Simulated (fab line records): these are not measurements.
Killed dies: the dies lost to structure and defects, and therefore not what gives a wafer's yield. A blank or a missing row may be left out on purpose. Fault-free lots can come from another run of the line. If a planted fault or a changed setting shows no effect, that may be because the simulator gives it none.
Code-filled problem report in 8D (eight disciplines) form + flow gf180mcu + the parts of the form that need people (team, actions taken, sign-off) are left out

== 1. THE ISSUE ==
At GF_V3_CMP_04, time-to-endpoint-s averages 109 s over 6 wafers from 2 lots, while fault-free wafers read 81 s, standard deviation 4.9. That puts it +5.8 standard deviations away from the usual mean.
The step: polishes SiO2.
Earliest sighting: wafer L236.1 on cmp-01 at day 28 05:14. At this step, 36 wafers from 12 lots have a number in the record. Rule for "out", or "out of limits": more than 4 standard deviations from the usual mean. The rest of the wafers with a number are treated as sound.

== 2. WHAT IT IS, WHAT IT ISN'T ==
| question                    | is                     | is not                                                              |
|-----------------------------|------------------------|---------------------------------------------------------------------|
| which readings at this step | time-to-endpoint-s     | motor-current-A                                                     |
| which lots                  | L236, L237             | L216, L219, L220, L221, L226, L227, L230, L234, L235, L238          |
| which wafers of those lots  | all that have a number | -                                                                   |
| read on which tools         | cmp-01                 | cmp-02                                                              |
| when                        | from day 28 05:14      | up to then (27 sound wafers); but 3 sound wafers of L238 came after |

== 3. THE SUSPECTS, EACH WITH WHAT RULES IT OUT ==
Counting: a tool stays on the suspect list if, at a process step up to the reading, it processed all lots that are out and no sound lot following the first of them.
- cmp-01 at GF_V3_CMP_04 (polishes SiO2): kept. Every lot that is out went through it, starting with L236 (day 28 05:14), and after that it ran no sound lot; the last sound lot it ran before then is L235 (day 28 00:28). Its own readings are out on those wafers: time-to-endpoint-s.
Left after counting: cmp-01 at GF_V3_CMP_04.

== 4. THE CAUSE (what the simulator had put in) ==
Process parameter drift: cmp-01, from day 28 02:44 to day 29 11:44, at GF_V3_CMP_04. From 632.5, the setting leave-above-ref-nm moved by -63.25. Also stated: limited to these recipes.
Counting left only this tool.

== 5. THE CHAIN OF EFFECTS, in route order ==
Rows list readings where the struck wafers' mean (over those with a number) sits beyond 3 standard deviations from the usual. Readings are gone through only where the record gives a usual standard deviation; hours: the median, over the lots, of the time from a lot's start at the first step in this table giving one to that lot's start at this step; sigmas: the change measured in usual standard deviations.
| hours | step          | reading            | usual      | on struck wafers | change | sigmas |
|-------|---------------|--------------------|------------|------------------|--------|--------|
| 0     | GF_V3_CMP_04  | time-to-endpoint-s | 81 s       | 109              | +28    | +5.8   |
| -     | GF_V3_ETCH_17 | oes-product-au     | 0.856 a.u. | 0.809            | -0.046 | -8.8   |
Here are the process steps it includes:
- GF_V3_CMP_04: polishes SiO2.
- GF_V3_ETCH_17: etches SiO2 in C4F8/O2/Ar, stops on TiN, target depth 635 nm.
Later steps that measure or inspect, where all struck wafers having a row at the step show a number for every such reading and not one has moved that far: GF_V3_CD_MEAS_14.

== 6. HOW IT WOULD HAVE BEEN CAUGHT EARLIER ==
3 hours passed between the start of the fault at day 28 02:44 and the first reading out of limits in this record, taken at day 28 05:14.
